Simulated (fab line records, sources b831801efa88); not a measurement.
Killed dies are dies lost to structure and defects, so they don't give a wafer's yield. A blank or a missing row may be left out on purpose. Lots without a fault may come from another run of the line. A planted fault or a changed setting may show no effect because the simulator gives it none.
One fault seen from 2 desks | flow sky130 | each desk has only its own numbers; what lay behind them comes last

THE TOOL OWNER'S DESK: hdpcvd-01
The tool's own readings at SKY_VIA3_HDPCVD_00 (deposits SiO2, target thk 1635 nm, time 272.5 s): means of the sampled wafers that have a number, for each lot that ran on this tool. A lot is out of limits, marked OUT, if its mean lies more than 4 standard deviations from the usual mean; the brackets give that distance.
Columns: A = run_length_s at SKY_VIA3_HDPCVD_00, usual 300.1 s
lot  | first seen here | A
L547 | day 39 11:47    | 299.9
L554 | day 41 06:13    | 300.0
L563 | day 43 19:05    | 251.4 (-99 or more) OUT
This desk's finding: out of limits on L563; first on L563, day 43 19:05 (run_length_s at SKY_VIA3_HDPCVD_00). In limits: L547, L554.

THE METROLOGY DESK
What the gauges read, lot by lot, whatever tool the lot ran on: means of the sampled wafers that have a number. A lot is out of limits, marked OUT, if its mean lies more than 4 standard deviations from the usual mean; the brackets give that distance.
Columns: A = cd_nm at SKY_METAL2_CD_MEAS_15, usual 139.7 nm; B = VIA3_HDPCVD_THK at SKY_VIA3_THK_MEAS_01, usual 1639 nm
lot  | first seen here | A     | B
L545 | day 35 01:25    | 139.8 | 1623
L547 | day 36 02:42    | 139.2 | 1637
L548 | day 36 05:49    | 138.8 | 1629
L549 | day 37 12:02    | 138.3 | 1640
L552 | day 37 14:53    | 140.7 | 1626
L551 | day 37 15:00    | 139.0 | 1637
L553 | day 37 18:26    | 139.5 | 1638
L554 | day 38 00:11    | 139.6 | 1643
L556 | day 38 15:41    | 140.4 | 1638
L557 | day 38 19:29    | 142.2 | 1622
L558 | day 39 03:24    | 140.8 | 1633
L563 | day 40 16:11    | 137.8 | 1371 (-21) OUT
This desk's finding: out of limits on L563; first on L563, day 43 19:16 (VIA3_HDPCVD_THK at SKY_VIA3_THK_MEAS_01). In limits: L545, L547, L548, L549, L552, L551, L553, L554, L556, L557, L558.

PUT TOGETHER
The tool owner's desk could have raised an alarm at day 43 19:05, on L563.
The metrology desk could have raised an alarm at day 43 19:16, on L563.
Of the lots named, all ran SKY_VIA3_HDPCVD_00 on hdpcvd-01.

WHAT THE SIMULATOR HAD PUT IN
Process parameter drift: hdpcvd-01, from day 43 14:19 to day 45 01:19, at SKY_VIA3_HDPCVD_00. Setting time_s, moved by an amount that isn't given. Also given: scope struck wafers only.
Lots struck among those shown: L563.
Hours from the fault's start to each desk's first reading out of limits: the tool owner's desk, 5; the metrology desk, 5.
